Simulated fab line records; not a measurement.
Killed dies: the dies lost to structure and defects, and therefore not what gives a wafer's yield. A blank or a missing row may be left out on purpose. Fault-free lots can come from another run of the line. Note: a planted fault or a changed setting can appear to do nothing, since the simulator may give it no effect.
Matching of chambers / flow sky130 / cmp-01 running SKY_VIA1_CMP_24: 4 sister chambers
The step polishes, stops on SiO2, t overpolish 15 s, target thk 0 nm. 8 wafers are shown with their chamber, then 12 later ones without.

== WAFERS PAIRED WITH THEIR CHAMBERS ==
wafer=L087.4; chamber=0; motor-current-A (A)=11.5; time-to-endpoint-s (s)=70.7
wafer=L087.6; chamber=3; motor-current-A (A)=10.4; time-to-endpoint-s (s)=66.2
wafer=L089.3; chamber=1; motor-current-A (A)=10.5; time-to-endpoint-s (s)=65.4
wafer=L089.4; chamber=3; motor-current-A (A)=10.7; time-to-endpoint-s (s)=63.1
wafer=L089.6; chamber=2; motor-current-A (A)=8.8; time-to-endpoint-s (s)=61.5
wafer=L092.1; chamber=0; motor-current-A (A)=11.6; time-to-endpoint-s (s)=65.7
wafer=L092.2; chamber=1; motor-current-A (A)=9.8; time-to-endpoint-s (s)=63.5
wafer=L092.6; chamber=2; motor-current-A (A)=8.3; time-to-endpoint-s (s)=63.7

== WAFERS MISSING THEIR CHAMBER ==
wafer=L093.3; motor-current-A (A)=10.0; time-to-endpoint-s (s)=66.7
wafer=L093.4; motor-current-A (A)=8.3; time-to-endpoint-s (s)=65.7
wafer=L093.6; motor-current-A (A)=10.6; time-to-endpoint-s (s)=65.0
wafer=L094.1; motor-current-A (A)=11.5; time-to-endpoint-s (s)=68.9
wafer=L094.3; motor-current-A (A)=8.5; time-to-endpoint-s (s)=68.4
wafer=L094.6; motor-current-A (A)=8.7; time-to-endpoint-s (s)=64.0
wafer=L095.2; motor-current-A (A)=10.5; time-to-endpoint-s (s)=62.0
wafer=L095.3; motor-current-A (A)=10.0; time-to-endpoint-s (s)=62.8
wafer=L095.4; motor-current-A (A)=11.6; time-to-endpoint-s (s)=66.9
wafer=L097.3; motor-current-A (A)=11.3; time-to-endpoint-s (s)=60.9
wafer=L097.4; motor-current-A (A)=8.8; time-to-endpoint-s (s)=62.3
wafer=L097.5; motor-current-A (A)=10.9; time-to-endpoint-s (s)=63.0

== WHICH CHAMBER EACH ONE RAN IN ==
wafer=L093.3; from the rows above=can't be placed: 1 or 3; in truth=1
wafer=L093.4; from the rows above=2; in truth=2
wafer=L093.6; from the rows above=can't be placed: 3 or 1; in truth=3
wafer=L094.1; from the rows above=0; in truth=0
wafer=L094.3; from the rows above=2; in truth=2
wafer=L094.6; from the rows above=2; in truth=2
wafer=L095.2; from the rows above=can't be placed: 3 or 1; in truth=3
wafer=L095.3; from the rows above=can't be placed: 1 or 3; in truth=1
wafer=L095.4; from the rows above=0; in truth=0
wafer=L097.3; from the rows above=can't be placed: 3 or 0 or 1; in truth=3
wafer=L097.4; from the rows above=2; in truth=2
wafer=L097.5; from the rows above=can't be placed: 3 or 1 or 0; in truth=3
Placed correctly: 6 of 12. Unplaceable from these rows: 6, with the true chamber sitting among the candidates in 6. 0 placed wrongly.
How it was worked out, from the rows above alone: a wafer's distance from a chamber is the root of the sum, over the readings, of the square of ((its reading less the chamber's mean) divided by the reading's scatter). The wafer belongs to the nearest chamber; if the next one is less than 2 further off, it can't be placed. Each chamber's mean is taken over the wafers shown for it. The scatter is the square root of a quotient: the sum, over the shown wafers, of each reading's squared deviation from its chamber's mean, divided by wafers minus chambers.
